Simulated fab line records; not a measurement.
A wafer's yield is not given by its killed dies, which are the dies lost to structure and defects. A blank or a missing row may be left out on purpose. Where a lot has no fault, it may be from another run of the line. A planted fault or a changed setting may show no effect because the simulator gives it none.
Comparing a struck lot with a sound one	flow sky130	17 out of 708 route steps
Sound: wafers L589.1, L589.5, L589.6. Struck: wafers L596.2, L596.3, L596.5. At the end, the cause is stated.
Each step with rows lists, per side, the tool, then ch with its chambers, then its first start. Under that, the readings that differ: sound wafers	struck wafers	difference of the means	sigmas: that difference in standard deviations of wafers without a fault.
alike: words and numbers the same on both sides, and readings whose means are apart by under 2 such deviations; not compared: readings that were withheld, readings missing a value for some wafer, numbers with overlapping values and no deviation given by the record, and bounds like >300 which may hide the same value.
Wherever a step has rows on one side only, a row that says differs or no value, or a row with sigmas, the two part there. Numbers that don't overlap but have no deviation are shown without sigmas and don't part them. Lack of a reading on every wafer of one side parts them only where that side has two or more wafers.

SKY_VT_ADJUST_HVTR_OVL_MEAS_08:
  sound on overlay-01, day 12 11:04; struck on overlay-01, day 14 12:34
  alike: VT_ADJUST_HVTR_OVL
then, 1 step without rows for these wafers: SKY_VT_ADJUST_HVTR_IMPLANT_09.
SKY_VT_ADJUST_HVTR_STRIP_10: strips in O2/N2.
  sound on plasma_asher-04 ch 0,1, day 12 11:14; struck on plasma_asher-04 ch 0, day 14 12:44
  alike: drypump_motor_current_A, oes_product_au, strip_time_to_endpoint_s
  not compared: rf_hours_counter_h
SKY_VT_ADJUST_HVTR_TW_MEAS_11:
  sound on film_metro-03, day 12 11:20; struck on film_metro-01, day 14 12:51
  alike: VT_ADJUST_HVTR_TW
then, 7 steps without rows for these wafers: SKY_VT_ADJUST_PCH_DEHYDRATE_00 (time 60 s); SKY_VT_ADJUST_PCH_HMDS_01 (prime time 60 s); SKY_VT_ADJUST_PCH_COAT_02 (resist thk 3000 nm); SKY_VT_ADJUST_PCH_SOFTBAKE_03; SKY_VT_ADJUST_PCH_EXPOSE_04 (exposes mask NWM, target cd 840 nm); SKY_VT_ADJUST_PCH_PEB_05; SKY_VT_ADJUST_PCH_DEVELOP_06 (develop time 60 s).
SKY_VT_ADJUST_PCH_OVL_MEAS_07:
  sound on overlay-01, day 13 12:25; struck on overlay-01, day 15 15:56
  alike: VT_ADJUST_PCH_OVL
SKY_VT_ADJUST_PCH_IMPLANT_08:
  sound on implanter-02 ch 0, day 13 12:26; struck on implanter-02 ch 0, day 15 15:59
reading	sound	struck	difference	sigmas
beam_on_s (s)	9.93 10.15 9.92	12.58 12.77 12.80	+2.72	+14
end_station_pressure_torr (Torr)	5.31e-06 4.76e-06 5.18e-06	0.00012056 0.00011288 0.00012577	+0.00011465	+99 or more
faraday_current_uA	2.84 2.77 2.84	2.27 2.23 2.23	-0.57	-11
SKY_VT_ADJUST_PCH_STRIP_09: strips in O2/N2.
  sound on plasma_asher-04 ch 0,1, day 13 12:35; struck on plasma_asher-03 ch 0, day 15 16:07
  alike: drypump_motor_current_A, oes_product_au, strip_time_to_endpoint_s
  not compared: rf_hours_counter_h
SKY_VT_ADJUST_PCH_TW_MEAS_10:
  sound on film_metro-02, day 13 12:41; struck on film_metro-01, day 15 16:13
reading	sound	struck	difference	sigmas
VT_ADJUST_PCH_TW	144.3 144.2 145.0	151.8 151.4 150.7	+6.8	+7
then, 1 step without rows for these wafers: SKY_SONOS_TUNNEL_DEHYDRATE_00 (time 60 s).
-- here the record skips 34 days between the struck wafers' starts before and after, leaving off in module SONOS_TUNNEL and picking up in module PAD_OPEN (first step shown: number 708 of the route) --
SKY_PAD_OPEN_PROBE_99:
  sound on prober-02, day 48 10:47; struck on prober-01, day 49 21:35
reading	sound	struck	difference	sigmas
model.etest.pfet_01v8_lvt.drive_ua_um	170.3 171.5 169.2	183.6 182.3 182	+12.3	
model.etest.pfet_g5v0d10v5.off_log10_a_um	-12.76 -12.86 -12.62	-11.77 -11.43 -11.42	+1.21	
model.etest.pfet_01v8_lvt.off_log10_a_um	-9.069 -8.826 -8.983	-8.098 -8.02 -8.2	+0.853	
model.etest.pfet_g5v0d10v5.vt_sat_v (V)	-0.6526 -0.6604 -0.6558	-0.5532 -0.534 -0.5265	+0.1184	
model.etest.pfet_16v.vt_v (V)	-1.101 -1.096 -1.115	-0.9992 -1.002 -0.9925	+0.1061	
model.etest.pfet_g5v0d10v5.vt_v (V)	-0.8476 -0.8554 -0.8528	-0.7635 -0.7443 -0.7339	+0.1047	
model.etest.pfet_g5v0d10v5.vt_long_v (V)	-0.9291 -0.9309 -0.9449	-0.8427 -0.8426 -0.8299	+0.0966	
model.etest.pfet_01v8_lvt.vt_sat_v (V)	-0.4536 -0.4479 -0.4551	-0.3625 -0.3658 -0.3624	+0.0886	
  alike: killed_at_M0_to_M3, killed_at_M4_up, killed_at_contacts, killed_at_front_end, killed_at_other, killed_dies, killed_on_rim, killed_open, killed_short

## WHERE THEY PART
At SKY_VT_ADJUST_PCH_IMPLANT_08 first; at SKY_VT_ADJUST_PCH_TW_MEAS_10 last (within this record only). Later steps at which nothing parts them and some readings are alike: SKY_PAD_OPEN_PROBE_99.

WHY: whatever the simulator had introduced
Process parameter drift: implanter-02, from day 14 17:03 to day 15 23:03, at SKY_VT_ADJUST_PCH_IMPLANT_08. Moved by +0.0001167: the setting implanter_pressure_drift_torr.
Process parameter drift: implanter-02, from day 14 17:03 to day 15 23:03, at SKY_VT_ADJUST_PCH_IMPLANT_08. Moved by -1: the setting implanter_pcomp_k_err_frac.
